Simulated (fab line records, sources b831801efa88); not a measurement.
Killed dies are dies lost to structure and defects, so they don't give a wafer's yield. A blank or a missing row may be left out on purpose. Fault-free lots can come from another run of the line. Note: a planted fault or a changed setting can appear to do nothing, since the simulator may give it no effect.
What tool caused it?    flow sky130    Sampling: 10 lots, 30 wafers, 3 of 708 route steps

## WHAT THE GAUGES SHOWED, per wafer
SKY_POLY_GATE_THK_MEAS_01.
lot   measured      on             POLY_GATE_CVD_00_THK (nm)
L348  day 14 01:10  film-metro-04  179.4 180.4 180.2
L351  day 14 21:42  film-metro-04  180.2 181.7 180.2
L355  day 16 17:47  film-metro-01  178.7 179.4 177.7
L356  day 16 22:13  film-metro-04  183.2 183.0 182.2
L359  day 17 20:26  film-metro-01  128.5 127.8 127.9
L360  day 18 06:27  film-metro-04  131.2 129.8 129.7
L367  day 21 02:11  film-metro-04  179.6 180.1 179.9
L368  day 21 09:02  film-metro-04  183.3 183.7 183.4
L369  day 21 07:51  film-metro-04  181.3 179.9 180.1
L370  day 21 15:16  film-metro-02  180.4 179.5 181.3

## EACH LOT AND THE TOOL THAT RAN IT (in order: tool; ch and the chambers of the sampled wafers; start)
lot   SKY_DNWELL_STRIP_08                  SKY_POLY_GATE_CVD_00
L348  plasma-asher-04 ch 0,1, day 3 09:09  lpcvd-01 ch 1, day 13 23:58
L351  plasma-asher-02 ch 0,1, day 3 19:15  lpcvd-01 ch 1, day 14 20:30
L355  plasma-asher-01 ch 0,1, day 4 20:09  lpcvd-01 ch 0, day 16 16:35
L356  plasma-asher-02 ch 0,1, day 5 01:33  lpcvd-01 ch 0, day 16 21:01
L359  plasma-asher-02 ch 0,1, day 5 17:15  lpcvd-01 ch 1, day 17 19:14
L360  plasma-asher-01 ch 0,1, day 5 23:57  lpcvd-01 ch 1, day 18 05:15
L367  plasma-asher-04 ch 0,1, day 7 15:54  lpcvd-01 ch 1, day 21 00:23
L368  plasma-asher-01 ch 0,1, day 7 20:33  lpcvd-01 ch 0, day 21 07:50
L369  plasma-asher-02 ch 0, day 7 22:15    lpcvd-01 ch 1, day 21 06:38
L370  plasma-asher-04 ch 0,1, day 8 02:45  lpcvd-01 ch 1, day 21 14:04
- SKY_DNWELL_STRIP_08: strips in O2/N2.
- SKY_POLY_GATE_CVD_00: deposits poly-Si, target thk 180 nm, time 720 s.

## THE ANSWER, worked out from the rows above alone
Rule: the lots themselves supply what counts as usual. Put in order of their means at a reading, lots are off if they are a third of the lots or fewer, leave a main group of 4 or more, and stand apart from it by a gap of 3 or more times the standard deviation of the main group's means; of several such gaps the widest counts. A main group is skipped when, at the precision printed for the reading in the tables above, its means are all equal. A lot without any number at a reading at which 4 lots or more have one is off too. Any other lot the step has rows for is counted as sound.
Off: L359, L360, seen at SKY_POLY_GATE_THK_MEAS_01 (POLY_GATE_CVD_00_THK). Mean 180.8 nm and standard deviation 1.5 in the main group.
If a tool, at a process step before that reading, ran all the lots that are off and no sound lot after the first of them, it fits. Those tools and the gauges at SKY_POLY_GATE_THK_MEAS_01 are tried in the same way. No candidate that was tried fits.

## WHAT THE SIMULATOR PUT IN
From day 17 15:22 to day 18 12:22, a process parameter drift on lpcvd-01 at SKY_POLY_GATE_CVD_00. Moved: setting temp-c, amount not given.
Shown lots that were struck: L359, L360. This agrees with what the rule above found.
